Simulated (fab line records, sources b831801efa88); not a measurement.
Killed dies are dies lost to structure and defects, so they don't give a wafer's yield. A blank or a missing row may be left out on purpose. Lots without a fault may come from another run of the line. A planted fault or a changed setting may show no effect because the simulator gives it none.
Which tool did it? | flow sky130 | 6 lots, 18 wafers sampled, at 1 step of a route of 708

WHAT THE GAUGES READ, wafer by wafer
SKY_CAPM_THK_MEAS_01.
lot  | measured     | on            | CAPM_CVD_00_THK (nm)
L378 | day 37 10:16 | film_metro-03 | 15.19 15.27 15.80
L382 | day 38 23:58 | film_metro-04 | 15.32 15.54 15.52
L384 | day 39 05:58 | film_metro-04 | 15.20 14.89 15.39
L387 | day 40 05:43 | film_metro-03 | 15.88 15.64 15.63
L391 | day 41 12:39 | film_metro-01 | 15.40 15.36 15.45
L399 | day 43 13:46 | film_metro-03 | 15.61 15.69 15.74

WHICH TOOL RAN EACH LOT (tool, then ch and the chambers of the sampled wafers, then the start)
The record holds no process step before these readings.

THE ANSWER, worked out from the rows above alone
Rule: what is usual is taken from the lots themselves. Put in order of their means at a reading, lots are off if they are a third of the lots or fewer, leave a main group of 4 or more, and stand apart from it by a gap of 3 or more times the standard deviation of the main group's means; of several such gaps the widest counts. A main group whose means are all the same, to the digits that the tables above print for the reading, isn't used. A lot without any number at a reading at which 4 lots or more have one is off too. The other lots that the step has rows for count as sound.
No lot is off at any reading shown: from this, nothing can be told.

WHAT THE SIMULATOR HAD PUT IN
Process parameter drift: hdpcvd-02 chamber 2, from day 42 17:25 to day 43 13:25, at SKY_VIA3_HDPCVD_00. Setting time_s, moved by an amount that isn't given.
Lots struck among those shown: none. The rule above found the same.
